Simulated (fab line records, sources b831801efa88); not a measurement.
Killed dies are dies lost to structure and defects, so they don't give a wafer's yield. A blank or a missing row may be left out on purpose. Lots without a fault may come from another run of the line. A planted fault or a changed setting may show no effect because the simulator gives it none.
fab line records | flow sky130
record lots=5 wafers=15 last_day=50
route steps=708 shown LOCAL_INTERCONNECT@398 CONTACT@406 METAL1@434
lots that met no fault: from a run of the same line without faults
start_h: hours from the record's first day to the start of the lot's first wafer shown | wait_h: hours since the lot's step before | " the same as in the row above | L1.1+2: a row that stands for several wafers | - no value, or no start given | * or withheld: withheld | < > ~ a bound
route shown NAME@n: a module of which the file shows steps, and the number in the route of the first | usual: mean/standard deviation of fault-free wafers | same: alike in all rows | chamber/n: place in a boat | sites: the reading at each site | _std_site: their standard deviation | _edge_site: outer sites' mean less inner sites' | radius_mm: how far each site lies from the wafer's centre | mask NAME#n: copy n | behind: the tool/chamber that last shaped the wafer | hold: why the lot was held/for how many hours/how that ended | device: the transistor (n, p or np) that didn't switch | end of line: the same wafers' tests at the end of the route | a step without rows: its recipe alone | killed: dies lost to structure and defects at the first sort, not the wafer's yield | map: a wafer's dies, x killed, . not, _ none there
set.NAME: the setting as run; set.NAME@STEP: as run at that earlier step | model.NAME: the simulator's own value behind a step, which no gauge read
lots at some steps of the route; a table a step, a row a wafer
services: from which hour (start_h, from the record's first day; less than 0 if before it) a tool's chamber was out of use, for how many hours, and why
## steps
# step SKY_LOCAL_INTERCONNECT_CD_MEAS_11
# recipe target_cd_nm=170
# usual cd_nm=169.8/1.6
# columns lot.wafer tool chamber start_h wait_h cd_nm
L083.1 cd_sem-02 - 785.68 - 170.0
L083.5 " - " " 170.1
L083.6 " - " " 169.9
L086.1 cd_sem-01 - 813.36 - 170.7
L086.5 " - " " 171.8
L086.6 " - " " 170.6
L090.2 cd_sem-01 - 837.78 - 168.2
L090.3 " - " " 166.9
L090.5 " - " " 167.6
L096.1 cd_sem-01 - 876.26 - 168.9
L096.3 " - " " 169.7
L096.5 " - " " 168.8
L097.1 cd_sem-01 - 884.17 - 168.9
L097.2 " - " " 167.6
L097.3 " - " " 169.3
# step SKY_LOCAL_INTERCONNECT_OVL_MEAS_12
# usual LOCAL_INTERCONNECT_OVL=-3/5.5
# columns lot.wafer tool chamber start_h wait_h LOCAL_INTERCONNECT_OVL[nm]
L083.1 overlay-01 - 785.80 0.1 -2
L083.5 " - " " -7
L083.6 " - " " -2
L086.1 overlay-01 - 813.48 0.1 -8
L086.5 " - " " -6
L086.6 " - " " -5
L090.2 overlay-02 - 837.89 0.1 -6
L090.3 " - " " -10
L090.5 " - " " -7
L096.1 overlay-01 - 876.38 0.1 6
L096.3 " - " " 3
L096.5 " - " " 3
L097.1 overlay-02 - 884.29 0.1 -3
L097.2 " - " " -8
L097.3 " - " " -6
# step SKY_LOCAL_INTERCONNECT_ETCH_13
# recipe chemistry=N2/H2 target=BARC ion_energy_ev=200 bias_w=100 pressure_mtorr=30 n2_flow_sccm=100 h2_flow_sccm=200 icp_w=500 stop_on=SiO2 time_s=45.9 target_depth_a=600
# usual bias_w=100.0/0.31 drypump_motor_current_A=5.5/0.5 oes_product_au=0.856/0.0045 throttle_valve_pct=13.227/0.0088
# columns lot.wafer tool chamber start_h wait_h bias_w drypump_motor_current_A oes_product_au rf_hours_counter_h throttle_valve_pct
L083.1 rie_metal-03 1 785.84 0.0 100.2 6.2 0.854 3 13.228
L083.5 " 0 " " 100.1 5.1 0.859 - 13.225
L083.6 " 1 " " 100.2 6.2 0.859 - 13.220
L086.1 rie_metal-03 0 813.52 0.0 100.6 5.1 0.856 6 13.229
L086.5 " 0 " " 100.0 5.1 0.850 - 13.234
L086.6 " 1 " " 100.0 6.2 0.856 - 13.225
L090.2 rie_metal-01 1 837.92 0.0 99.4 5.9 0.851 11 13.221
L090.3 " 1 " " 99.6 5.9 0.845 - 13.219
L090.5 " 1 " " 99.9 5.9 0.863 - 13.234
L096.1 rie_metal-03 1 876.42 0.0 100.3 6.2 0.852 6 13.230
L096.3 " 0 " " 100.0 5.1 0.848 - 13.217
L096.5 " 1 " " 100.0 6.2 0.857 - 13.221
L097.1 rie_metal-01 1 884.33 0.0 99.5 5.9 0.853 13 13.225
L097.2 " 0 " " 99.7 4.7 0.857 11 13.228
L097.3 " 1 " " 100.3 5.9 0.854 - 13.231
# step SKY_LOCAL_INTERCONNECT_METAL_ETCH_14
# recipe target_depth_nm=110 stop_on=PSG chemistry=Cl2/BCl3 target=TiN resist_sidewall_deg=88 pressure_mtorr=10 icp_w=900 bias_w=48.5 Cl2_flow_sccm=60 bcl3_flow_sccm=30 time_s=31.4
# usual bias_w=48.50/0.17 drypump_motor_current_A=5.5/0.5 oes_product_au=0.941/0.0075 throttle_valve_pct=21.903/0.0094
# columns lot.wafer tool chamber start_h wait_h bias_w drypump_motor_current_A oes_product_au rf_hours_counter_h throttle_valve_pct
L083.1 rie_metal-03 1 785.90 0.0 48.33 6.2 0.939 3 21.898
L083.5 " 0 " " 48.43 5.1 0.942 - 21.895
L083.6 " 1 " " 48.21 6.2 0.944 - 21.905
L086.1 rie_metal-03 0 813.58 0.0 48.21 5.1 0.943 6 21.902
L086.5 " 0 " " 48.62 5.1 0.930 - 21.900
L086.6 " 1 " " 48.53 6.2 0.945 - 21.913
L090.2 rie_metal-01 1 837.98 0.0 48.18 5.9 0.953 11 21.900
L090.3 " 1 " " 48.07 5.9 0.952 - 21.902
L090.5 " 1 " " 48.40 5.9 0.939 - 21.903
L096.1 rie_metal-03 1 876.48 0.0 48.52 6.2 0.954 6 21.915
L096.3 " 0 " " 48.56 5.1 0.945 - 21.909
L096.5 " 1 " " 48.59 6.2 0.945 - 21.898
L097.1 rie_metal-01 1 884.39 0.0 48.55 5.9 0.930 13 21.911
L097.2 " 0 " " 48.34 4.7 0.939 11 21.893
L097.3 " 1 " " 48.50 5.9 0.942 - 21.878
# step SKY_LOCAL_INTERCONNECT_STRIP_15
# recipe chemistry=O2/N2 power_w=1400 pressure_mtorr=1500 platen_temp_c=withheld o2_flow_sccm=3000 n2_flow_sccm=300 overash_fraction=0.5
# usual drypump_motor_current_A=6.1/0.41 oes_product_au=0.426/0.0044 strip_time_to_endpoint_s=4.693/0.024
# columns lot.wafer tool chamber start_h wait_h drypump_motor_current_A oes_product_au rf_hours_counter_h strip_time_to_endpoint_s
L083.1 plasma_asher-02 0 785.96 0.0 6.0 0.424 58 4.707
L083.5 " 1 " " 5.4 0.428 - 4.685
L083.6 " 0 " " 6.0 0.432 - 4.712
L086.1 plasma_asher-04 1 813.63 0.0 5.8 0.425 99 4.701
L086.5 " 0 " " 6.4 0.419 - 4.709
L086.6 " 1 " " 5.8 0.429 - 4.695
L090.2 plasma_asher-02 0 838.03 0.0 6.0 0.429 64 4.706
L090.3 " 0 " " 6.0 0.433 - 4.683
L090.5 " 1 " " 5.4 0.425 - 4.702
L096.1 plasma_asher-04 0 876.53 0.0 6.4 0.427 107 4.652
L096.3 " 0 " " 6.4 0.421 - 4.681
L096.5 " 1 " " 5.8 0.422 - 4.638
L097.1 plasma_asher-01 1 884.44 0.0 6.4 0.420 44 4.679
L097.2 " 0 " " 6.7 0.422 44 4.693
L097.3 " 1 " " 6.4 0.427 - 4.703
# step SKY_LOCAL_INTERCONNECT_STRIP_16
# recipe chemistry=post_etch_residue_remover time_s=1223 temp_c=72.5
# columns lot.wafer tool chamber start_h wait_h
L083.1+5+6 wet_bench-03 0 786.06 0.1
L086.1+5+6 wet_bench-02 3 813.73 0.1
L090.2+3+5 wet_bench-02 0 838.13 0.1
L096.1+3+5 wet_bench-04 1 876.63 0.1
L097.1+2+3 wet_bench-02 2 884.54 0.1
# step SKY_LOCAL_INTERCONNECT_CLEAN_17
# recipe chemistry=IPA time_s=180 temp_c=25
# columns lot.wafer tool chamber start_h wait_h
L083.1+5+6 wet_bench-02 0 786.40 0.0
L086.1+5+6 wet_bench-03 3 814.10 0.0
L090.2+3+5 wet_bench-04 1 838.50 0.0
L096.1+3+5 wet_bench-03 2 876.97 0.0
L097.1+2+3 wet_bench-03 1 884.91 0.0
# step SKY_LOCAL_INTERCONNECT_CLEAN_18
# recipe chemistry=O3/DIW dry=n2_spin
# columns lot.wafer tool chamber start_h wait_h
L083.1+5+6 wet_bench-04 1 786.46 0.0
L086.1+5+6 wet_bench-04 0 814.17 0.0
L090.2+3+5 wet_bench-03 0 838.56 0.0
L096.1+3+5 wet_bench-02 3 877.03 0.0
L097.1+2+3 wet_bench-04 3 884.97 0.0
# step SKY_CONTACT_CVD_00
# recipe material=Si3N4 target_thk_nm=75 temp_c=400 time_s=withheld rf_w=450
# usual heater_power_w=706/75
# columns lot.wafer tool chamber start_h wait_h heater_power_w
L083.1 pecvd-01 1 786.55 0.0 751
L083.5 " 2 " " 735
L083.6 " 1 " " 757
L086.1 pecvd-01 1 814.27 0.0 783
L086.5 " 0 " " 714
L086.6 " 1 " " 803
L090.2 pecvd-03 1 838.65 0.0 636
L090.3 " 2 " " 788
L090.5 " 1 " " 656
L096.1 pecvd-01 0 877.13 0.0 675
L096.3 " 1 " " 754
L096.5 " 0 " " 679
L097.1 pecvd-03 1 885.06 0.0 723
L097.2 " 2 " " 759
L097.3 " 0 " " 618
# step SKY_CONTACT_THK_MEAS_01
# recipe reads=Si3N4_of_CONTACT_CVD_00
# usual CONTACT_CVD_00_THK=75.6/1.1
# columns lot.wafer tool chamber start_h wait_h CONTACT_CVD_00_THK[nm]
L083.1 film_metro-04 - 786.59 - 74.7
L083.5 " - " " 75.4
L083.6 " - " " 75.3
L086.1 film_metro-03 - 814.30 - 76.2
L086.5 " - " " 77.3
L086.6 " - " " 77.0
L090.2 film_metro-04 - 838.70 - 74.1
L090.3 " - " " 75.7
L090.5 " - " " 76.1
L096.1 film_metro-04 - 877.16 - 73.9
L096.3 " - " " 73.4
L096.5 " - " " 74.3
L097.1 film_metro-01 - 885.10 - 75.5
L097.2 " - " " 76.1
L097.3 " - " " 76.9
# step SKY_CONTACT_HDPCVD_02
# recipe material=SiO2 target_thk_nm=565 sigma_open_frac=0.3 time_s=94.2 temp_c=600 sih4_flow_sccm=60 pressure_mtorr=6
# columns lot.wafer tool chamber start_h wait_h
L083.1+5+6 hdpcvd-01 1,0,1 786.65 0.1
L086.1+5+6 hdpcvd-01 2,0,2 814.36 0.1
L090.2+3+5 hdpcvd-01 1,0,1 838.75 0.0
L096.1+3+5 hdpcvd-02 1,2,0 877.22 0.1
L097.1+2+3 hdpcvd-02 2,0,1 885.16 0.1
# step SKY_CONTACT_THK_MEAS_03
# recipe reads=SiO2_of_CONTACT_HDPCVD_02
# usual CONTACT_HDPCVD_THK=563/6.4
# columns lot.wafer tool chamber start_h wait_h CONTACT_HDPCVD_THK[nm]
L083.1 film_metro-04 - 786.71 0.0 553
L083.5 " - " " 555
L083.6 " - " " 552
L086.1 film_metro-04 - 814.43 0.0 569
L086.5 " - " " 563
L086.6 " - " " 567
L090.2 film_metro-03 - 838.82 0.0 572
L090.3 " - " " 562
L090.5 " - " " 560
L096.1 film_metro-03 - 877.29 0.0 566
L096.3 " - " " 563
L096.5 " - " " 564
L097.1 film_metro-04 - 885.22 0.0 555
L097.2 " - " " 565
L097.3 " - " " 563
# step SKY_CONTACT_CMP_04
# recipe material=SiO2 down_force_psi=4 platen_rpm=60 pad_velocity_m_s=0.94248
# usual edge_zone_pressure_frac=1.000/0.0052 motor_current_A=11.7/1.3 time_to_endpoint_s=84/4.8
# columns lot.wafer tool chamber start_h wait_h edge_zone_pressure_frac motor_current_A time_to_endpoint_s
L083.1 cmp-02 1 786.87 0.1 0.991 11.5 77
L083.6 " 3 " " 1.002 12.7 81
L083.5 " 0 " " 0.998 12.5 78
L086.1 cmp-02 1 814.59 0.1 0.999 12.2 83
L086.6 " 3 " " 1.000 13.1 83
L086.5 " 0 " " 1.001 12.3 82
L090.3 cmp-01 3 838.92 0.1 0.995 12.6 84
L090.2 " 0 " " 1.003 12.3 95
L090.5 " 3 " " 0.995 12.6 81
L096.1 cmp-01 0 877.40 0.1 1.002 11.5 96
L096.3 " 2 " " 1.004 9.4 89
L096.5 " 0 " " 1.007 11.7 92
L097.2 cmp-02 2 885.28 0.0 1.000 12.4 87
L097.3 " 0 " " 1.002 12.9 84
L097.1 " 1 " " 0.994 12.3 81
# step SKY_CONTACT_BOW_MEAS_05
# recipe mode=bow
# usual CONTACT_BOW=81/6.8
# columns lot.wafer tool chamber start_h wait_h CONTACT_BOW[um]
L083.1 film_metro-01 - 787.07 0.1 82
L083.5 " - " " 75
L083.6 " - " " 85
L086.1 film_metro-04 - 814.79 0.1 83
L086.5 " - " " 75
L086.6 " - " " 74
L090.2 film_metro-01 - 839.19 0.2 86
L090.3 " - " " 86
L090.5 " - " " 82
L096.1 film_metro-03 - 877.65 0.2 75
L096.3 " - " " 85
L096.5 " - " " 75
L097.1 film_metro-01 - 885.58 0.1 75
L097.2 " - " " 88
L097.3 " - " " 78
# step SKY_CONTACT_DEHYDRATE_06
# recipe temp_c=200 time_s=60
# columns lot.wafer tool chamber start_h wait_h
L083.1+5+6 litho_track-01 0 800.20 13.1
L086.1+5+6 litho_track-01 0 827.55 12.7
L090.2+3+5 litho_track-04 0 851.66 12.4
L096.1+3+5 litho_track-04 0 890.44 12.8
L097.1+2+3 litho_track-04 0 897.24 11.6
# step SKY_CONTACT_HMDS_07
# recipe prime_time_s=60 prime_temp_c=120
# columns lot.wafer tool chamber start_h wait_h
L083.1+5+6 litho_track-01 0 800.35 0.1
L086.1+5+6 litho_track-01 0 827.70 0.1
L090.2+3+5 litho_track-04 0 851.81 0.1
L096.1+3+5 litho_track-04 0 890.59 0.1
L097.1+2+3 litho_track-04 0 897.39 0.1
# step SKY_CONTACT_COAT_08
# recipe resist=BARC temp_c=withheld time_s=withheld spin_rpm=3000 resist_thk_nm=60
# columns lot.wafer tool chamber start_h wait_h
L083.1+5+6 litho_track-01 0 800.50 0.1
L086.1+5+6 litho_track-01 0 827.85 0.1
L090.2+3+5 litho_track-04 0 851.96 0.1
L096.1+3+5 litho_track-04 0 890.74 0.1
L097.1+2+3 litho_track-04 0 897.54 0.1
# step SKY_CONTACT_COAT_09
# recipe resist=KrF-thick spin_rpm=3000 resist_thk_nm=450
# columns lot.wafer tool chamber start_h wait_h
L083.1+5+6 litho_track-01 0 - -
L086.1+5+6 litho_track-01 0 - -
L090.2+3+5 litho_track-04 0 - -
L096.1+3+5 litho_track-04 0 - -
L097.1+2+3 litho_track-04 0 - -
# step SKY_CONTACT_SOFTBAKE_10
# recipe temp_c=100 time_s=90 resist=KrF-thick
# columns lot.wafer tool chamber start_h wait_h
L083.1+5+6 litho_track-01 0 - -
L086.1+5+6 litho_track-01 0 - -
L090.2+3+5 litho_track-04 0 - -
L096.1+3+5 litho_track-04 0 - -
L097.1+2+3 litho_track-04 0 - -
# step SKY_CONTACT_EXPOSE_11
# recipe mask_id=CTM1 na=0.8 source_shape=annular sigma_inner=0.55 sigma_outer=0.85 target_cd_nm=170 dose_mj=38
# same sigma_inner=0.55
# columns lot.wafer tool chamber start_h wait_h mask
L083.1+5+6 krf_scanner-02 0 - - CTM1#0
L086.1+5+6 krf_scanner-01 0 - - CTM1#0
L090.2+3+5 krf_scanner-01 0 - - CTM1#0
L096.1+3+5 krf_scanner-01 0 - - CTM1#0
L097.1+2+3 krf_scanner-01 0 - - CTM1#0
# step SKY_CONTACT_PEB_12
# recipe peb_temp_c=withheld peb_time_s=withheld resist=KrF-thick
# columns lot.wafer tool chamber start_h wait_h
L083.1+5+6 litho_track-02 0 - -
L086.1+5+6 litho_track-01 0 - -
L090.2+3+5 litho_track-01 0 - -
L096.1+3+5 litho_track-02 0 - -
L097.1+2+3 litho_track-04 0 - -
# step SKY_CONTACT_DEVELOP_13
# recipe develop_time_s=60 resist=KrF-thick dev_temp_c=21
# same develop_time_s=60
# columns lot.wafer tool chamber start_h wait_h
L083.1+5+6 litho_track-02 0 - -
L086.1+5+6 litho_track-01 0 - -
L090.2+3+5 litho_track-01 0 - -
L096.1+3+5 litho_track-02 0 - -
L097.1+2+3 litho_track-04 0 - -
# step SKY_CONTACT_CD_MEAS_14
# recipe target_cd_nm=170
# usual cd_nm=170.7/1.4
# columns lot.wafer tool chamber start_h wait_h cd_nm
L083.1 cd_sem-02 - 813.62 - 168.6
L083.5 " - " " 169.9
L083.6 " - " " 169.6
L086.1 cd_sem-02 - 840.60 - 172.9
L086.5 " - " " 172.1
L086.6 " - " " 171.8
L090.2 cd_sem-02 - 865.02 - 168.9
L090.3 " - " " 169.6
L090.5 " - " " 168.7
L096.1 cd_sem-01 - 903.47 - 170.3
L096.3 " - " " 169.6
L096.5 " - " " 169.4
L097.1 cd_sem-02 - 910.84 - 172.4
L097.2 " - " " 171.1
L097.3 " - " " 172.7
# step SKY_CONTACT_OVL_MEAS_15
# usual CONTACT_OVL=-1/5.3
# columns lot.wafer tool chamber start_h wait_h CONTACT_OVL[nm]
L083.1 overlay-02 - 813.74 0.1 4
L083.5 " - " " -4
L083.6 " - " " -12
L086.1 overlay-01 - 840.72 0.1 9
L086.5 " - " " 8
L086.6 " - " " 2
L090.2 overlay-01 - 865.13 0.1 1
L090.3 " - " " -4
L090.5 " - " " -6
L096.1 overlay-01 - 903.59 0.1 -1
L096.3 " - " " -2
L096.5 " - " " -2
L097.1 overlay-02 - 910.96 0.1 1
L097.2 " - " " 4
L097.3 " - " " -2
# step SKY_CONTACT_ETCH_16
# recipe chemistry=N2/H2 target=BARC ion_energy_ev=200 source_w=500 bias_w=100 pressure_mtorr=30 n2_flow_sccm=100 h2_flow_sccm=200 stop_on=SiO2 time_s=45.9 target_depth_a=600
# usual bias_w=99.99/0.28 drypump_motor_current_A=5.7/0.38 oes_product_au=0.855/0.0045 throttle_valve_pct=13.225/0.009
# columns lot.wafer tool chamber start_h wait_h bias_w drypump_motor_current_A oes_product_au rf_hours_counter_h throttle_valve_pct
L083.1 rie_diel-01 0 813.77 0.0 100.24 5.3 0.853 4 13.229
L083.5 " 1 " " 100.04 5.6 0.866 - 13.220
L083.6 " 2 " " 100.65 5.8 0.859 - 13.237
L086.1 rie_diel-01 0 840.76 0.0 99.78 5.4 0.851 5 13.231
L086.5 " 0 " " 99.93 5.3 0.862 - 13.227
L086.6 " 2 " " 99.93 5.8 0.862 - 13.222
L090.2 rie_diel-04 1 865.16 0.0 99.99 5.8 0.853 3 13.233
L090.3 " 2 " " 99.86 5.1 0.850 6 13.239
L090.5 " 1 " " 99.71 5.8 0.857 - 13.236
L096.1 rie_diel-04 3 903.63 0.0 99.87 6.1 0.865 19 13.220
L096.3 " 0 " " 100.09 6.1 0.853 27 13.223
L096.5 " 3 " " 100.11 6.1 0.853 - 13.213
L097.1 rie_diel-01 1 910.99 0.0 99.81 5.6 0.856 7 13.221
L097.2 " 0 " " 99.79 5.4 0.853 7 13.230
L097.3 " 2 " " 100.23 5.8 0.859 26 13.209
# step SKY_CONTACT_ETCH_17
# recipe target=SiO2 chemistry=C4F8/O2/Ar stop_on=Si3N4 mask_material=KrF-thick source_w=1500 bias_w=1200 pressure_mtorr=40 c4f8_flow_sccm=withheld O2_flow_sccm=6 Ar_flow_sccm=300 time_s=withheld target_depth_a=3400
# usual bias_w=1200/3.7 oes_product_au=0.892/0.0047
# columns lot.wafer tool chamber start_h wait_h bias_w oes_product_au
L083.1 rie_diel-01 0 813.82 0.0 1196 0.893
L083.5 " 1 " " 1205 0.897
L083.6 " 2 " " 1202 0.893
L086.1 rie_diel-01 0 840.80 0.0 1202 0.888
L086.5 " 0 " " 1199 0.888
L086.6 " 2 " " 1202 0.895
L090.2 rie_diel-04 1 865.20 0.0 1197 0.897
L090.3 " 2 " " 1206 0.890
L090.5 " 1 " " 1203 0.890
L096.1 rie_diel-04 3 903.67 0.0 1199 0.893
L096.3 " 0 " " 1202 0.885
L096.5 " 3 " " 1200 0.894
L097.1 rie_diel-01 1 911.03 0.0 1202 0.899
L097.2 " 0 " " 1200 0.897
L097.3 " 2 " " 1201 0.887
# step SKY_CONTACT_ETCH_18
# recipe target=Si3N4 chemistry=CHF3/O2 stop_on=TiN source_w=600 bias_w=200 pressure_mtorr=40 chf3_flow_sccm=50 O2_flow_sccm=5 time_s=39 target_depth_a=750
# usual bias_w=200.1/0.65 drypump_motor_current_A=5.7/0.37 oes_product_au=0.858/0.0074 throttle_valve_pct=8.793/0.0092
# columns lot.wafer tool chamber start_h wait_h bias_w drypump_motor_current_A oes_product_au rf_hours_counter_h throttle_valve_pct
L083.1 rie_diel-01 0 - - 199.9 5.3 0.848 4 8.805
L083.5 " 1 " " 199.3 5.6 0.859 - 8.776
L083.6 " 2 " " 199.9 5.8 0.852 - 8.783
L086.1 rie_diel-01 0 - - 200.7 5.3 0.860 5 8.799
L086.5 " 0 " " 199.7 5.4 0.876 - 8.798
L086.6 " 2 " " 200.5 5.8 0.865 - 8.797
L090.2 rie_diel-04 1 - - 199.3 5.8 0.850 4 8.774
L090.3 " 2 " " 200.0 5.1 0.855 6 8.804
L090.5 " 1 " " 199.4 5.8 0.860 - 8.786
L096.1 rie_diel-04 3 - - 200.9 6.1 0.842 19 8.785
L096.3 " 0 " " 200.4 6.1 0.853 27 8.797
L096.5 " 3 " " 201.4 6.1 0.853 - 8.806
L097.1 rie_diel-01 1 - - 200.8 5.6 0.858 7 8.799
L097.2 " 0 " " 199.5 5.4 0.862 7 8.796
L097.3 " 2 " " 201.7 5.8 0.867 26 8.782
# step SKY_CONTACT_STRIP_19
# recipe chemistry=O2/N2 power_w=1400 pressure_mtorr=1500 platen_temp_c=withheld o2_flow_sccm=3000 n2_flow_sccm=300 overash_fraction=0.5
# usual drypump_motor_current_A=6.2/0.37 oes_product_au=0.381/0.0047 strip_time_to_endpoint_s=3.63/0.032
# columns lot.wafer tool chamber start_h wait_h drypump_motor_current_A oes_product_au rf_hours_counter_h strip_time_to_endpoint_s
L083.1 plasma_asher-03 0 813.91 - 5.6 0.377 7 3.59
L083.5 " 1 " " 6.4 0.383 - 3.63
L083.6 " 0 " " 5.7 0.387 - 3.66
L086.1 plasma_asher-03 0 840.89 - 5.7 0.381 10 3.55
L086.5 " 1 " " 6.4 0.378 - 3.54
L086.6 " 0 " " 5.7 0.382 - 3.67
L090.2 plasma_asher-01 0 865.29 - 6.7 0.373 42 3.62
L090.3 " 1 " " 6.4 0.373 - 3.64
L090.5 " 0 " " 6.7 0.380 - 3.60
L096.1 plasma_asher-01 1 903.76 - 6.4 0.387 46 3.63
L096.3 " 0 " " 6.7 0.381 - 3.65
L096.5 " 1 " " 6.4 0.377 - 3.63
L097.1 plasma_asher-04 1 911.12 - 5.8 0.386 110 3.66
L097.2 " 0 " " 6.3 0.366 110 3.58
L097.3 " 1 " " 5.8 0.387 - 3.63
# step SKY_CONTACT_STRIP_20
# recipe chemistry=post_etch_residue_remover time_s=1200 temp_c=72.5
# columns lot.wafer tool chamber start_h wait_h
L083.1+5+6 wet_bench-01 2 814.01 0.1
L086.1+5+6 wet_bench-01 0 840.99 0.1
L090.2+3+5 wet_bench-01 0 865.39 0.1
L096.1+3+5 wet_bench-02 0 903.86 0.1
L097.1+2+3 wet_bench-04 1 911.22 0.1
# step SKY_CONTACT_CLEAN_21
# recipe chemistry=IPA time_s=180 temp_c=25
# columns lot.wafer tool chamber start_h wait_h
L083.1+5+6 wet_bench-02 0 814.69 0.0
L086.1+5+6 wet_bench-02 1 841.67 0.0
L090.2+3+5 wet_bench-04 1 866.07 0.0
L096.1+3+5 wet_bench-04 0 904.23 0.0
L097.1+2+3 wet_bench-02 2 911.57 0.0
# step SKY_CONTACT_CLEAN_22
# recipe chemistry=O3/DIW dry=n2_spin
# columns lot.wafer tool chamber start_h wait_h
L083.1+5+6 wet_bench-04 0 814.75 0.0
L086.1+5+6 wet_bench-01 3 841.74 0.0
L090.2+3+5 wet_bench-02 2 866.13 0.0
L096.1+3+5 wet_bench-01 1 904.29 0.0
L097.1+2+3 wet_bench-01 3 911.62 0.0
# step SKY_CONTACT_SPUTTER_23
# recipe material=TiN target_thk_nm=20 chamber_pressure_pa=5 power_w=4000 time_s=80
# usual throttle_valve_pct=30.1/0.91
# columns lot.wafer tool chamber start_h wait_h throttle_valve_pct
L083.1 pvd_sputter-02 - 814.85 0.0 30.4
L083.5 " - " " 31.2
L083.6 " - " " 32.0
L086.1 pvd_sputter-04 - 842.10 0.0 30.3
L086.5 " - " " 30.1
L086.6 " - " " 29.3
L090.2 pvd_sputter-04 - 866.23 0.0 29.4
L090.3 " - " " 30.1
L090.5 " - " " 30.0
L096.1 pvd_sputter-04 - 904.38 0.0 30.0
L096.3 " - " " 29.5
L096.5 " - " " 29.6
L097.1 pvd_sputter-03 - 911.72 0.0 29.5
L097.2 " - " " 29.1
L097.3 " - " " 29.9
# step SKY_CONTACT_CVD_24
# recipe material=W target_thk_nm=340 time_s=102.12 temp_c=400 pressure_torr=40
# usual heater_power_w=794/26
# columns lot.wafer tool chamber start_h wait_h heater_power_w
L083.1 cvd_w-02 1 814.92 0.0 781
L083.5 " 0 " " 779
L083.6 " 1 " " 793
L086.1 cvd_w-01 0 842.16 0.0 795
L086.5 " 0 " " 793
L086.6 " 1 " " 854
L090.2 cvd_w-02 1 866.29 0.0 781
L090.3 " 0 " " 755
L090.5 " 0 " " 768
L096.1 cvd_w-02 1 904.44 0.0 799
L096.3 " 0 " " 779
L096.5 " 0 " " 769
L097.1 cvd_w-02 1 911.78 0.0 810
L097.2 " 0 " " 771
L097.3 " 1 " " 773
# step SKY_CONTACT_RS_MEAS_25
# recipe thk_meas_gauge=four-point-probe reads=W_of_CONTACT_CVD_24+TiN_of_CONTACT_SPUTTER_23
# usual CONTACT_W_RS=0.337/0.0034
# columns lot.wafer tool chamber start_h wait_h CONTACT_W_RS[ohm/sq]
L083.1 film_metro-03 - 815.03 0.1 0.343
L083.5 " - " " 0.332
L083.6 " - " " 0.343
L086.1 film_metro-04 - 842.27 0.1 0.340
L086.5 " - " " 0.336
L086.6 " - " " 0.331
L090.2 film_metro-01 - 866.42 0.1 0.342
L090.3 " - " " 0.338
L090.5 " - " " 0.333
L096.1 film_metro-01 - 904.55 0.1 0.337
L096.3 " - " " 0.333
L096.5 " - " " 0.335
L097.1 film_metro-04 - 911.89 0.1 0.336
L097.2 " - " " 0.331
L097.3 " - " " 0.333
# step SKY_CONTACT_THK_MEAS_26
# recipe thk_meas_gauge=xrf reads=W_of_CONTACT_CVD_24
# usual CONTACT_W_THK=341/4.3
# columns lot.wafer tool chamber start_h wait_h CONTACT_W_THK[nm]
L083.1 film_metro-03 - 815.15 0.1 335
L083.5 " - " " 348
L083.6 " - " " 337
L086.1 film_metro-04 - 842.39 0.1 336
L086.5 " - " " 340
L086.6 " - " " 344
L090.2 film_metro-01 - 866.53 0.1 330
L090.3 " - " " 337
L090.5 " - " " 342
L096.1 film_metro-01 - 904.67 0.1 340
L096.3 " - " " 344
L096.5 " - " " 342
L097.1 film_metro-04 - 912.01 0.1 341
L097.2 " - " " 350
L097.3 " - " " 345
# step SKY_CONTACT_CMP_27
# recipe stop_on=SiO2 t_overpolish_s=15 down_force_psi=3.5 platen_rpm=60 target_thk_nm=0 pad_velocity_m_s=0.94248
# usual edge_zone_pressure_frac=1.001/0.0051 motor_current_A=10.9/1.1 overpolish_run_s=14.999/0.0092 time_to_endpoint_s=83/4.4
# columns lot.wafer tool chamber start_h wait_h edge_zone_pressure_frac motor_current_A overpolish_run_s time_to_endpoint_s
L083.1 cmp-01 1 815.26 0.1 1.007 10.4 15.008 86
L083.5 " 0 " " 0.988 11.2 14.976 86
L083.6 " 1 " " 1.007 9.9 15.010 85
L086.1 cmp-02 1 842.45 0.1 0.999 11.8 14.997 76
L086.6 " 1 " " 1.002 10.4 14.988 78
L086.5 " 2 " " 1.002 11.1 15.009 79
L090.2 cmp-02 1 866.63 0.1 1.000 11.0 14.992 75
L090.3 " 2 " " 1.000 11.1 14.993 84
L090.5 " 1 " " 1.001 11.2 15.007 81
L096.3 cmp-01 0 904.78 0.1 0.997 10.8 14.999 87
L096.1 " 1 " " 0.994 10.3 14.988 93
L096.5 " 0 " " 1.002 10.7 14.989 86
L097.2 cmp-01 1 912.07 0.0 1.000 10.9 15.009 88
L097.3 " 2 " " 0.993 8.6 15.009 76
L097.1 " 0 " " 0.996 11.6 14.999 81
# step SKY_METAL1_SPUTTER_00
# recipe material=Ti target_thk_nm=15 power_w=3000 time_s=10 chamber_pressure_pa=0.4
# usual throttle_valve_pct=30.3/0.93
# columns lot.wafer tool chamber start_h wait_h throttle_valve_pct
L083.1 pvd_sputter-03 - 815.51 0.2 31.6
L083.5 " - " " 29.7
L083.6 " - " " 29.1
L086.1 pvd_sputter-01 - 842.75 0.2 30.2
L086.5 " - " " 30.0
L086.6 " - " " 30.2
L090.2 pvd_sputter-04 - 866.88 0.2 30.2
L090.3 " - " " 30.0
L090.5 " - " " 30.5
L096.1 pvd_sputter-04 - 905.03 0.1 30.1
L096.3 " - " " 30.1
L096.5 " - " " 30.0
L097.1 pvd_sputter-01 - 912.37 0.1 30.4
L097.2 " - " " 31.3
L097.3 " - " " 30.0
## services
# columns tool chamber start_h hours kind
rie_diel-04 2 779.68 2.4 repair
krf_scanner-01 - 786.11 1.0 pm
cmp-02 - 788.58 0.3 repair
krf_scanner-01 - 792.46 11.9 repair
krf_scanner-01 - 794.21 0.7 repair
cmp-02 - 796.92 5.1 pm
pecvd-01 1 800.42 10.0 repair
rie_diel-04 - 806.81 2.9 repair
plasma_asher-01 - 808.07 0.4 repair
rie_diel-01 - 808.10 1.2 repair
pecvd-01 - 813.28 0.5 repair
rie_diel-01 3 827.96 14.4 repair
wet_bench-02 - 828.47 2.5 repair
hdpcvd-01 - 829.06 0.3 repair
cmp-01 - 830.29 0.9 repair
krf_scanner-01 - 835.24 0.8 pm
plasma_asher-01 - 836.00 26.8 repair
rie_diel-04 - 866.55 2.8 pm
hdpcvd-01 - 884.32 2.8 pm
rie_diel-01 3 885.95 15.0 repair
cmp-01 - 895.70 7.0 pm
rie_diel-04 1 903.15 19.0 repair
krf_scanner-01 - 910.80 1.3 pm
cmp-02 - 912.00 4.0 pm
## key
fault none
